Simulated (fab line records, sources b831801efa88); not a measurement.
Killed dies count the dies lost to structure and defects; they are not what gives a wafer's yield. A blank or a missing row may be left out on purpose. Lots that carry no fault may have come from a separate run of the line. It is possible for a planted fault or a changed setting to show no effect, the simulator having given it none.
8D (eight disciplines) problem report, filled in by code ; flow sfqLine ; the parts of the form that need people (team, actions taken, sign-off) are left out

## 1. PROBLEM STATEMENT
Wafers free of any fault read 43.4 ohm/sq (standard deviation 0.37) for L0_MONX_KI_RS at SFQ_L0_RS_MEAS_901, against a mean of 26.5 ohm/sq on 6 wafers of 2 lots. Relative to the usual mean, that is a shift of -46 standard deviations.
The step: measures by four-point-probe.
The first sign was on wafer L894.2 at day 5 11:35, on filmMetro-02. The record holds 42 wafers of 14 lots with a number at this step. By rule, "out" or "out of limits" means more than 4 standard deviations away from the usual mean. Any other wafer with a number is counted as sound.

## 2. WHAT IT IS, WHAT IT ISN'T
question;is;is not
which readings at this step;L0_MONX_KI_RS;-
which lots;L894, L898;L877, L879, L881, L882, L883, L884, L887, L888, L889, L890, L895, L897
which wafers of those lots;all that have a number;-
read on which gauges;filmMetro-02, filmMetro-04;filmMetro-01
when;from day 5 11:35;"up to then (30 sound wafers); but 6 sound wafers of L895, L897 came after"

## 3. THE SUSPECTS, EACH WITH WHAT RULES IT OUT
Counting: any tool at a process step up to the reading is kept as a suspect provided that every lot that is out went through it and no sound lot did after the first of them.
- the gauge at SFQ_L0_RS_MEAS_901: ruled out. 2 gauges (filmMetro-02, filmMetro-04) read the wafers that are out.
- pvdSputter-05 at SFQ_TRILAYER_L0_DEP_SPUTTER_003 (material MoNx KI, target thk 40 nm, time 100 s): kept. It ran every lot that is out, first L894 (day 5 11:29), and no sound lot after that; its last sound lot up to then is L887 (day 4 00:29).
After counting, what remains is pvdSputter-05 at SFQ_TRILAYER_L0_DEP_SPUTTER_003.

## 4. THE CAUSE (what the simulator had put in)
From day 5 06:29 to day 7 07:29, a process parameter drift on pvdSputter-05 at SFQ_TRILAYER_L0_DEP_SPUTTER_003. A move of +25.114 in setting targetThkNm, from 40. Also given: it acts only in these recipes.
Counting left only this tool.

## 5. SEQUENCE OF EFFECTS, ordered by route
Each row: a reading where the mean over the struck wafers with a number is more than 3 standard deviations away from the usual. Only readings whose record carries a usual standard deviation are examined. hours: median over the lots of the time between each lot's start at the first step of this table that gives one and its start at this step. sigmas: the change, counted in usual standard deviations.
hours;step;reading;usual;on struck wafers;change;sigmas
0;SFQ_L0_RS_MEAS_901;L0_MONX_KI_RS;43.4 ohm/sq;26.5;-16.9;-46
0;SFQ_L0_THK_MEAS_902;L0_MONX_KI_THK;40.8 nm;67.0;+26.2;+67
92;SFQ_TRILAYER_L0_ETCH_METAL_ETCH_008;oesProductAu;0.875 a.u.;1.002;+0.127;+22
Its process steps:
- SFQ_TRILAYER_L0_ETCH_METAL_ETCH_008: etches MoNx KI in SF6/O2, stops on SiO2, target depth 50 nm, time 25 s.

## 6. HOW IT WOULD HAVE BEEN CAUGHT EARLIER
5 hours passed between the start of the fault at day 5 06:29 and the first reading out of limits at a measuring or inspecting step in this record, taken at day 5 11:35.
No tool reading at SFQ_TRILAYER_L0_DEP_SPUTTER_003 that has a usual standard deviation in the record was out on any struck wafer, so an alarm limit of 4 standard deviations on those readings would not have fired.
Among the 2 lots that are out, L898 began SFQ_TRILAYER_L0_DEP_SPUTTER_003 on pvdSputter-05 after day 5 11:35. A hold on the tool at that time would have spared it.
